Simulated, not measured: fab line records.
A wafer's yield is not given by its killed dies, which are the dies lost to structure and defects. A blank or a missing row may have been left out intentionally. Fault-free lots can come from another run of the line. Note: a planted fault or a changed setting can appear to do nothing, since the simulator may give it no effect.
Comparing a struck lot with a sound one	flow sky130	17 out of 708 route steps
Sound: the wafers L680.3, L680.5, L680.6. Struck: wafer L672.3 (left out: L672.2, L672.4 of the same lot, which were not struck); the cause appears at the end.
Each step with rows lists, per side, the tool, then ch with its chambers, then its first start. Under that, the readings that differ: sound wafers	struck wafers	difference of the means	sigmas: that difference in standard deviations of wafers without a fault.
alike: readings whose means differ by less than 2 such deviations, and words and numbers that are the same on both sides. not compared: withheld readings, readings that some wafer has no value for, bounds like >300 that may hide the same value, and numbers for which the record gives no deviation and whose values overlap.
Wherever a step has rows on one side only, a row that says differs or no value, or a row with sigmas, the two part there. When numbers do not overlap yet have no deviation, they are printed without sigmas and do not part them. A reading that every wafer of one side lacks parts them only if that side has two wafers or more.

first, 2 steps without rows for these wafers: SKY_LOCAL_INTERCONNECT_PEB_09; SKY_LOCAL_INTERCONNECT_DEVELOP_10 (develop time 60 s).
SKY_LOCAL_INTERCONNECT_CD_MEAS_11: target cd 170 nm.
  sound: cd-sem-01 at day 35 16:25; struck: cd-sem-01 at day 33 05:47
  alike: cd-nm
SKY_LOCAL_INTERCONNECT_OVL_MEAS_12:
  sound: overlay-02 at day 35 16:31; struck: overlay-02 at day 33 05:54
  alike: LOCAL_INTERCONNECT_OVL
SKY_LOCAL_INTERCONNECT_ETCH_13: etches BARC in N2/H2, stops on SiO2, time 45.9 s, target depth 60 nm.
  sound on rie-metal-01 ch 0,1, day 35 16:33; struck on rie-metal-04 ch 0, day 33 05:56
  alike: bias-w, drypump-motor-current-A, n2-flow-sccm, oes-product-au, throttle-valve-pct
  not compared: rf-hours-counter-h
SKY_LOCAL_INTERCONNECT_METAL_ETCH_14: etches TiN in Cl2/BCl3, stops on PSG, target depth 110 nm, time 32.43 s.
  sound on rie-metal-01 ch 0,1, day 35 16:37; struck on rie-metal-04 ch 0, day 33 05:59
  alike: bcl3-flow-sccm, drypump-motor-current-A, oes-product-au, throttle-valve-pct
  not compared: rf-hours-counter-h
SKY_LOCAL_INTERCONNECT_STRIP_15: strips in O2/N2.
  sound on plasma-asher-03 ch 0,1, day 35 16:41; struck on plasma-asher-04 ch 1, day 33 06:02
  alike: drypump-motor-current-A, n2-flow-sccm, oes-product-au, strip-time-to-endpoint-s
  not compared: rf-hours-counter-h
then, 3 steps without rows for these wafers: SKY_LOCAL_INTERCONNECT_STRIP_16 (strips in post etch residue remover, time 1200 s); SKY_LOCAL_INTERCONNECT_CLEAN_17 (cleans in IPA, time 180 s); SKY_LOCAL_INTERCONNECT_CLEAN_18 (cleans in O3/DIW).
SKY_CONTACT_CVD_00: deposits Si3N4, target thk 75 nm.
  sound on pecvd-03 ch 0,2, day 35 17:16; struck on pecvd-04 ch 1, day 33 06:38
  alike: heater-power-w
SKY_CONTACT_THK_MEAS_01:
  sound: film-metro-01 at day 35 17:20; struck: film-metro-01 at day 33 06:42
  alike: CONTACT_CVD_00_THK
SKY_CONTACT_HDPCVD_02: deposits SiO2, target thk 565 nm, time 94.2 s.
  sound on hdpcvd-02 ch 0,1, day 35 17:22; struck on hdpcvd-01 ch 1, day 33 06:45
reading	sound	struck	difference	sigmas
model.SiO2_of_CONTACT_HDPCVD_02.thk-nm (nm)	565.1 573 566.5	1018	+450	
SKY_CONTACT_THK_MEAS_03:
  sound: film-metro-04 at day 35 17:28; struck: film-metro-01 at day 33 06:50
reading	sound	struck	difference	sigmas
CONTACT_HDPCVD_THK (nm)	565 573 566	1018	+450	+79
SKY_CONTACT_CMP_04: polishes SiO2.
  sound on cmp-01 ch 0,3, day 35 17:33; struck on cmp-02 ch 3, day 33 06:53
reading	sound	struck	difference	sigmas
time-to-endpoint-s (s)	85 89 87	251	+164	+38
  alike: motor-current-A
SKY_CONTACT_BOW_MEAS_05:
  sound: film-metro-02 at day 35 17:50; struck: film-metro-04 at day 33 07:12
  alike: CONTACT_BOW
-- the record jumps here: 15 days lie between the struck wafers' starts before and after (it left off in module CONTACT and takes up again in module PAD_OPEN, whose first step shown is number 708 of the route) --
SKY_PAD_OPEN_PROBE_99:
  sound: prober-02 at day 49 18:22; struck: prober-02 at day 48 00:00
  alike: killed_at_M0_to_M3, killed_at_M4_up, killed-at-contacts, killed-at-front-end, killed-at-other, killed-dies, killed-open, killed-short

## WHERE THEY PART
Earliest at SKY_CONTACT_THK_MEAS_03; latest, in this record, at SKY_CONTACT_CMP_04. Later steps at which nothing parts them and some readings are alike: SKY_CONTACT_BOW_MEAS_05, SKY_PAD_OPEN_PROBE_99.

WHY: what had been put in by the simulator
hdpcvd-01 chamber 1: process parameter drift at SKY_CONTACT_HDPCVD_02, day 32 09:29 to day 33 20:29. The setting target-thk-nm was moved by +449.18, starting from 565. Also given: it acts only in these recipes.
